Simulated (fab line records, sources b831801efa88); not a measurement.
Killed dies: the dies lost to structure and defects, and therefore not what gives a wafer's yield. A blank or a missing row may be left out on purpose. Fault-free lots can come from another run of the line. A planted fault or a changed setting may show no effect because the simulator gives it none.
Which tool did it? -- flow gf180mcu -- 30 wafers from 10 lots sampled at 4 of the route's 602 steps

WHAT EACH GAUGE READ, for each wafer
GF_M2_RS_MEAS_05: uses a four-point probe to measure.
lot,measured,on,M2_ALCU_RS (ohm/sq)
L845,day 18 11:19,film_metro-02,0.0696 0.0692 0.0701
L846,day 18 17:24,film_metro-02,0.0710 0.0708 0.0696
L848,day 19 13:01,film_metro-01,0.0700 0.0701 0.0705
L854,day 22 00:29,film_metro-04,0.0691 0.0856 0.0830
L861,day 24 18:18,film_metro-02,0.0687 0.0697 0.0700
L862,day 25 01:26,film_metro-01,0.0698 0.0686 0.0694
L863,day 25 15:35,film_metro-01,0.0708 0.0711 0.0694
L864,day 25 16:18,film_metro-01,0.0700 0.0696 0.0689
L866,day 26 08:10,film_metro-04,0.0693 0.0698 0.0698
L867,day 26 11:16,film_metro-01,0.0699 0.0695 0.0695

WHAT TOOL EACH LOT RAN ON (gives the tool, then ch and the chambers of the sampled wafers, and finally the start)
lot,GF_V1_SPUTTER_22,GF_M2_SPUTTER_02,GF_M2_SPUTTER_03
L845,"pvd_sputter-04, day 18 10:27","pvd_sputter-02, day 18 11:13","pvd_sputter-02, day 18 11:14"
L846,"pvd_sputter-04, day 18 16:33","pvd_sputter-02, day 18 17:19","pvd_sputter-02, day 18 17:20"
L848,"pvd_sputter-04, day 19 12:08","pvd_sputter-04, day 19 12:55","pvd_sputter-04, day 19 12:56"
L854,"pvd_sputter-01, day 21 23:38","pvd_sputter-02, day 22 00:24","pvd_sputter-02, day 22 00:26"
L861,"pvd_sputter-01, day 24 17:25","pvd_sputter-04, day 24 18:13","pvd_sputter-04, day 24 18:14"
L862,"pvd_sputter-04, day 25 00:35","pvd_sputter-03, day 25 01:21","pvd_sputter-03, day 25 01:23"
L863,"pvd_sputter-01, day 25 14:44","pvd_sputter-04, day 25 15:29","pvd_sputter-04, day 25 15:31"
L864,"pvd_sputter-02, day 25 15:27","pvd_sputter-03, day 25 16:13","pvd_sputter-03, day 25 16:14"
L866,"pvd_sputter-01, day 26 07:19","pvd_sputter-02, day 26 08:04","pvd_sputter-02, day 26 08:06"
L867,"pvd_sputter-04, day 26 10:08","pvd_sputter-02, day 26 11:10","pvd_sputter-02, day 26 11:11"
- GF_V1_SPUTTER_22: material TiN, target thk 10 nm, time 40 s.
- GF_M2_SPUTTER_02: material AlCu, target thk 450 nm, time 23.9 s.
- GF_M2_SPUTTER_03: material Ti, target thk 10 nm, time 6.7 s.

THE ANSWER, worked out from the rows above alone
Rule: what is usual is taken from the lots themselves. Put in order of their means at a reading, lots are off if they are a third of the lots or fewer, leave a main group of 4 or more, and stand apart from it by a gap of 3 or more times the standard deviation of the main group's means; of several such gaps the widest counts. Not used: any main group whose means are identical at the precision the tables above print for the reading. A lot without any number at a reading at which 4 lots or more have one is off too. The other lots that the step has rows for count as sound.
Off: L854, seen at GF_M2_RS_MEAS_05 (M2_ALCU_RS). Main group: mean 0.0698 ohm/sq, sd 0.00042.
A tool fits if, at a process step before that reading, it ran every lot that is off, and no sound lot after the first of them. Those tools and the gauges at GF_M2_RS_MEAS_05 are tried in the same way. No candidate that was tried fits.

WHAT THE SIMULATOR HAD PUT IN
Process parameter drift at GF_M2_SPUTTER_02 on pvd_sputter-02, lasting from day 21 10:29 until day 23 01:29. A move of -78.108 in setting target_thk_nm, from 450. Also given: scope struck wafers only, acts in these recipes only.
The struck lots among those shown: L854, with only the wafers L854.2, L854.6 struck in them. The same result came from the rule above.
